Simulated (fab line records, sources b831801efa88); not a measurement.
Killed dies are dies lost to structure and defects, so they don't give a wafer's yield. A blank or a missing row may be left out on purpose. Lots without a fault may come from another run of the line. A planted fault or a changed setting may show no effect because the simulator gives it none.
Which tool did it? | flow gf180mcu | 13 lots, 39 wafers sampled, at 5 steps of a route of 602

WHAT THE GAUGES READ, wafer by wafer
GF_VT_IMPLANT_RS_MEAS_46: measures by four-point-probe.
lot  | measured     | on            | MVSD_RS (ohm/sq)
L450 | day 7 21:59  | film_metro-04 | 456.4 458.1 457.7
L453 | day 8 17:44  | film_metro-03 | 457.6 457.0 458.1
L454 | day 9 01:54  | film_metro-03 | 457.9 457.0 456.3
L455 | day 9 04:29  | film_metro-02 | 455.2 454.2 454.7
L456 | day 9 09:56  | film_metro-02 | 455.2 456.1 455.2
L457 | day 9 18:52  | film_metro-02 | 456.1 456.1 456.2
L459 | day 10 07:41 | film_metro-02 | 457.4 456.3 457.1
L460 | day 10 15:41 | film_metro-02 | 457.5 456.6 457.2
L462 | day 11 02:17 | film_metro-02 | 456.9 457.2 456.9
L461 | day 11 03:24 | film_metro-03 | 457.7 458.4 457.0
L463 | day 11 10:37 | film_metro-03 | 455.7 456.2 455.9
L464 | day 11 17:05 | film_metro-02 | 456.2 457.8 456.8
L467 | day 12 12:55 | film_metro-04 | 458.0 459.9 459.0

GF_HV_LDD_CD_MEAS_19: target cd 400 nm.
lot  | measured     | on        | cd_nm (nm)
L450 | day 11 02:59 | cd_sem-01 | 401.8 400.5 401.5
L453 | day 12 06:14 | cd_sem-02 | 402.2 400.3 401.0
L454 | day 12 11:59 | cd_sem-02 | 396.5 397.7 399.1
L455 | day 12 11:56 | cd_sem-01 | 403.0 405.4 401.7
L456 | day 12 20:33 | cd_sem-02 | 401.0 400.4 400.3
L457 | day 13 08:56 | cd_sem-01 | 403.2 403.2 399.9
L459 | day 13 23:02 | cd_sem-02 | 400.0 397.4 398.8
L460 | day 14 08:32 | cd_sem-01 | 399.4 400.4 399.8
L462 | day 14 17:53 | cd_sem-02 | 400.2 399.3 398.2
L461 | day 14 23:08 | cd_sem-02 | 400.1 399.6 401.4
L463 | day 15 02:27 | cd_sem-02 | 397.9 394.6 396.6
L464 | day 15 12:05 | cd_sem-01 | 402.5 404.3 403.6
L467 | day 16 07:31 | cd_sem-02 | 396.3 395.9 396.1

GF_HV_LDD_TW_MEAS_23.
lot  | measured     | on            | HV_LDD_2_TW
L450 | day 11 03:22 | film_metro-04 | 1068 1073 1071
L453 | day 12 06:39 | film_metro-04 | 1075 1063 1072
L454 | day 12 12:23 | film_metro-04 | 1069 1072 1076
L455 | day 12 12:20 | film_metro-02 | 1084 1082 1090
L456 | day 12 20:57 | film_metro-03 | 1038 1033 1034
L457 | day 13 09:20 | film_metro-04 | 1073 1071 1075
L459 | day 13 23:26 | film_metro-02 | 1077 1085 1082
L460 | day 14 08:56 | film_metro-03 | 1037 1041 1044
L462 | day 14 18:18 | film_metro-04 | 1070 1063 1076
L461 | day 14 23:32 | film_metro-04 | 1070 1066 1064
L463 | day 15 02:51 | film_metro-03 | 914 915 920
L464 | day 15 12:29 | film_metro-03 | 1038 1032 1034
L467 | day 16 07:54 | film_metro-03 | 917 921 919

WHICH TOOL RAN EACH LOT (tool, then ch and the chambers of the sampled wafers, then the start)
lot  | GF_VT_IMPLANT_STRIP_42               | GF_HV_LDD_IMPLANT_21
L450 | plasma_asher-04 ch 0,1, day 7 21:41  | implanter-02 ch 0, day 11 03:09
L453 | plasma_asher-03 ch 0,1, day 8 17:25  | implanter-03 ch 0, day 12 06:24
L454 | plasma_asher-03 ch 0,1, day 9 01:35  | implanter-03 ch 0, day 12 12:08
L455 | plasma_asher-01 ch 0,1, day 9 04:10  | implanter-02 ch 0, day 12 12:05
L456 | plasma_asher-01 ch 0,1, day 9 09:35  | implanter-03 ch 0, day 12 20:43
L457 | plasma_asher-01 ch 0,1, day 9 18:32  | implanter-02 ch 0, day 13 09:05
L459 | plasma_asher-04 ch 0, day 10 07:22   | implanter-04 ch 0, day 13 23:11
L460 | plasma_asher-01 ch 0,1, day 10 15:22 | implanter-03 ch 0, day 14 08:41
L462 | plasma_asher-01 ch 0,1, day 11 01:58 | implanter-04 ch 0, day 14 18:03
L461 | plasma_asher-01 ch 0,1, day 11 03:05 | implanter-04 ch 0, day 14 23:17
L463 | plasma_asher-03 ch 0,1, day 11 10:17 | implanter-04 ch 0, day 15 02:37
L464 | plasma_asher-04 ch 0,1, day 11 16:46 | implanter-03 ch 0, day 15 12:14
L467 | plasma_asher-04 ch 0,1, day 12 12:35 | implanter-04 ch 0, day 16 07:40
- GF_VT_IMPLANT_STRIP_42: strips in O2/N2.
- GF_HV_LDD_IMPLANT_21

WHAT THE TOOLS THEMSELVES READ (means of the sampled wafers that have a number; where no wafer has one, the mark that the record gives instead)
GF_VT_IMPLANT_STRIP_42.
lot  | tool            | drypump_motor_current_A (A) | heater_power_w (W) | o2_flow_sccm (sccm) | oes_product_au (a.u.) | strip_time_to_endpoint_s (s)
L450 | plasma_asher-04 | 5.2                         | 351                | 3005                | 0.712                 | 12.58
L453 | plasma_asher-03 | 6.1                         | 362                | 3002                | 0.716                 | 12.63
L454 | plasma_asher-03 | 6.0                         | 388                | 2991                | 0.714                 | 12.59
L455 | plasma_asher-01 | 5.7                         | 337                | 3001                | 0.715                 | 12.63
L456 | plasma_asher-01 | 5.7                         | 339                | 3010                | 0.715                 | 12.60
L457 | plasma_asher-01 | 5.7                         | 332                | 3005                | 0.720                 | 12.61
L459 | plasma_asher-04 | 4.9                         | 344                | 3008                | 0.717                 | 12.61
L460 | plasma_asher-01 | 5.7                         | 363                | 3002                | 0.716                 | 12.61
L462 | plasma_asher-01 | 5.7                         | 362                | 2991                | 0.720                 | 12.70
L461 | plasma_asher-01 | 5.7                         | 363                | 3017                | 0.717                 | 12.64
L463 | plasma_asher-03 | 6.1                         | 362                | 3002                | 0.715                 | 12.61
L464 | plasma_asher-04 | 5.5                         | 359                | 3011                | 0.714                 | 12.59
L467 | plasma_asher-04 | 5.2                         | 351                | 2994                | 0.712                 | 12.60

GF_HV_LDD_IMPLANT_21.
lot  | tool         | beam_energy_keV | faraday_current_uA
L450 | implanter-02 | 25.001          | 281
L453 | implanter-03 | 25.010          | 286
L454 | implanter-03 | 25.013          | 282
L455 | implanter-02 | 24.989          | 281
L456 | implanter-03 | 25.005          | 280
L457 | implanter-02 | 25.004          | 278
L459 | implanter-04 | 24.993          | 277
L460 | implanter-03 | 24.998          | 283
L462 | implanter-04 | 25.003          | 286
L461 | implanter-04 | 25.002          | 288
L463 | implanter-04 | 16.112          | 286
L464 | implanter-03 | 25.010          | 286
L467 | implanter-04 | 16.105          | 281

THE ANSWER, worked out from the rows above alone
Rule: what is usual is taken from the lots themselves. Put in order of their means at a reading, lots are off if they are a third of the lots or fewer, leave a main group of 4 or more, and stand apart from it by a gap of 3 or more times the standard deviation of the main group's means; of several such gaps the widest counts. A main group whose means are all the same, to the digits that the tables above print for the reading, isn't used. A lot without any number at a reading at which 4 lots or more have one is off too. The other lots that the step has rows for count as sound. The gauges are gone through in route order, then the tools' own readings, and for those a lot's mean is taken as printed above. The first step at which some lot is off is used, and at that step the reading that is off furthest; a lot without a number counts as furthest.
Off: L463, L467, at GF_HV_LDD_TW_MEAS_23 (HV_LDD_2_TW). The main group: mean 1064, standard deviation 17.
A tool fits if, at a process step before that reading, it ran every lot that is off, and no sound lot after the first of them. The gauges at GF_HV_LDD_TW_MEAS_23 aren't tried: what is off there is off at GF_HV_LDD_IMPLANT_21 too, on other tools, and a gauge's error can't cause that. One fits: implanter-04 at GF_HV_LDD_IMPLANT_21. Its last sound lot is L461 (day 14 23:17), its first lot that is off L463 (day 15 02:37): a fault that began between those two fits.
The tool's own readings at GF_HV_LDD_IMPLANT_21 bear it out: on the lots that are off they differ by more than 5 times the standard deviation of the sound lots' means. beam_energy_keV reads 16.108 there against 25.003 on the sound lots.

WHAT THE SIMULATOR HAD PUT IN
Process parameter drift: implanter-04, from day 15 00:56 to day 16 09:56, at GF_HV_LDD_IMPLANT_21. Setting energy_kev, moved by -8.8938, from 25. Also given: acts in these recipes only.
Lots struck among those shown: L463, L467. The rule above found the same.
